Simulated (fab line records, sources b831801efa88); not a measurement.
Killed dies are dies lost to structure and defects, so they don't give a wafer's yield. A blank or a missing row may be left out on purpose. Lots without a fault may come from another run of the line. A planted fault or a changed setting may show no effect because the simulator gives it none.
Tool commonality check | flow sky130 | 12 lots, 42 wafers sampled

WHY IT WAS OPENED
At SKY_VT_ADJUST_LVTN_TW_MEAS_10 the reading VT_ADJUST_LVTN_TW is flagged on 2 of 12 lots. Wafers without a fault read 242.4, standard deviation 1.7.
Rule: a lot is flagged when every wafer of it that has a number lies more than 4 standard deviations from that mean, or none has a number. The other lots count as sound.

lot  | measured     | on            | VT_ADJUST_LVTN_TW, wafer by wafer   | flag
L658 | day 7 11:02  | film_metro-04 | 240.9 241.5 241.7                   |
L659 | day 7 11:34  | film_metro-04 | 242.6 243.7 241.4                   |
L664 | day 8 22:19  | film_metro-02 | 226.2 226.0 224.5 224.9 224.2 226.0 | FLAGGED
L665 | day 9 08:55  | film_metro-02 | 238.9 240.2 240.3                   |
L666 | day 9 12:43  | film_metro-03 | 229.0 230.9 229.1 230.6 230.1 230.3 | FLAGGED
L674 | day 12 03:37 | film_metro-02 | 241.3 241.2 240.3                   |
L673 | day 12 03:56 | film_metro-04 | 243.8 242.8 243.2                   |
L675 | day 12 08:08 | film_metro-02 | 241.3 241.7 240.8                   |
L677 | day 12 14:25 | film_metro-03 | 245.0 244.3 244.1                   |
L676 | day 12 14:48 | film_metro-04 | 242.6 243.7 243.2                   |
L678 | day 13 01:03 | film_metro-04 | 244.9 242.2 240.5                   |
L679 | day 13 08:46 | film_metro-04 | 243.8 242.0 242.5                   |
The numbers of the flagged lots are 227.7 on average: -14.8 against the usual, or -9 standard deviations.

WHICH TOOL RAN EACH LOT
The record holds 2 process steps before the reading, out of a route of 708 steps. In each cell: the tool, then ch and the chambers that the sampled wafers went through, then the start.
lot  | flag    | SKY_VT_ADJUST_HVTP_STRIP_10          | SKY_VT_ADJUST_LVTN_IMPLANT_08
L658 |         | plasma_asher-03 ch 0,1, day 6 15:40  | implanter-04 ch 0, day 7 10:47
L659 |         | plasma_asher-01 ch 0,1, day 6 16:22  | implanter-02 ch 0, day 7 11:19
L664 | FLAGGED | plasma_asher-03 ch 0,1, day 8 01:54  | implanter-04 ch 0, day 8 22:06
L665 |         | plasma_asher-02 ch 0,1, day 8 12:05  | implanter-02 ch 0, day 9 08:43
L666 | FLAGGED | plasma_asher-02 ch 0,1, day 8 14:53  | implanter-04 ch 0, day 9 12:29
L674 |         | plasma_asher-01 ch 0,1, day 11 04:25 | implanter-04 ch 0, day 12 03:23
L673 |         | plasma_asher-03 ch 0,1, day 11 05:07 | implanter-04 ch 0, day 12 03:41
L675 |         | plasma_asher-03 ch 0,1, day 11 08:34 | implanter-04 ch 0, day 12 07:53
L677 |         | plasma_asher-02 ch 0, day 11 14:04   | implanter-03 ch 0, day 12 14:10
L676 |         | plasma_asher-02 ch 0,1, day 11 14:46 | implanter-04 ch 0, day 12 14:34
L678 |         | plasma_asher-02 ch 0,1, day 11 23:40 | implanter-03 ch 0, day 13 00:49
L679 |         | plasma_asher-03 ch 0,1, day 12 07:22 | implanter-04 ch 0, day 13 08:31
What these steps do:
- SKY_VT_ADJUST_HVTP_STRIP_10: strips in O2/N2.
- SKY_VT_ADJUST_LVTN_IMPLANT_08
- SKY_VT_ADJUST_LVTN_TW_MEAS_10

FLAGGED OVER TOTAL, TOOL BY TOOL (the gauges that took the reading come last)
step                          | tool            | lots run | flagged | share of the flagged lots | sound lots run after its first flagged lot
SKY_VT_ADJUST_HVTP_STRIP_10   | plasma_asher-01 | 2        | 0       | none                      | -
SKY_VT_ADJUST_HVTP_STRIP_10   | plasma_asher-02 | 5        | 1       | some                      | 3 (L677,L676,L678)
SKY_VT_ADJUST_HVTP_STRIP_10   | plasma_asher-03 | 5        | 1       | some                      | 3 (L673,L675,L679)
SKY_VT_ADJUST_LVTN_IMPLANT_08 | implanter-02    | 2        | 0       | none                      | -
SKY_VT_ADJUST_LVTN_IMPLANT_08 | implanter-03    | 2        | 0       | none                      | -
SKY_VT_ADJUST_LVTN_IMPLANT_08 | implanter-04    | 8        | 2       | all                       | 5 (L674,L673,L675,L676,L679)
SKY_VT_ADJUST_LVTN_TW_MEAS_10 | film_metro-02   | 4        | 1       | some                      | 3 (L665,L674,L675)
SKY_VT_ADJUST_LVTN_TW_MEAS_10 | film_metro-03   | 2        | 1       | some                      | 1 (L677)
SKY_VT_ADJUST_LVTN_TW_MEAS_10 | film_metro-04   | 6        | 0       | none                      | -

WHAT THE TABLE ALLOWS
1 row of the table ran every flagged lot: implanter-04 at SKY_VT_ADJUST_LVTN_IMPLANT_08.
- implanter-04 at SKY_VT_ADJUST_LVTN_IMPLANT_08: 2 of its 8 lots flagged. Sound lots ran on it after the first flagged one (L674, L673, L675, L676, L679), which a lasting fault on the whole tool wouldn't allow. Its own readings lie more than 4 standard deviations out on every wafer of the flagged lots: dose_ions_cm2, faraday_current_uA.
No row of the table ran every flagged lot and no sound lot after the first.

WHAT THE SIMULATOR HAD PUT IN
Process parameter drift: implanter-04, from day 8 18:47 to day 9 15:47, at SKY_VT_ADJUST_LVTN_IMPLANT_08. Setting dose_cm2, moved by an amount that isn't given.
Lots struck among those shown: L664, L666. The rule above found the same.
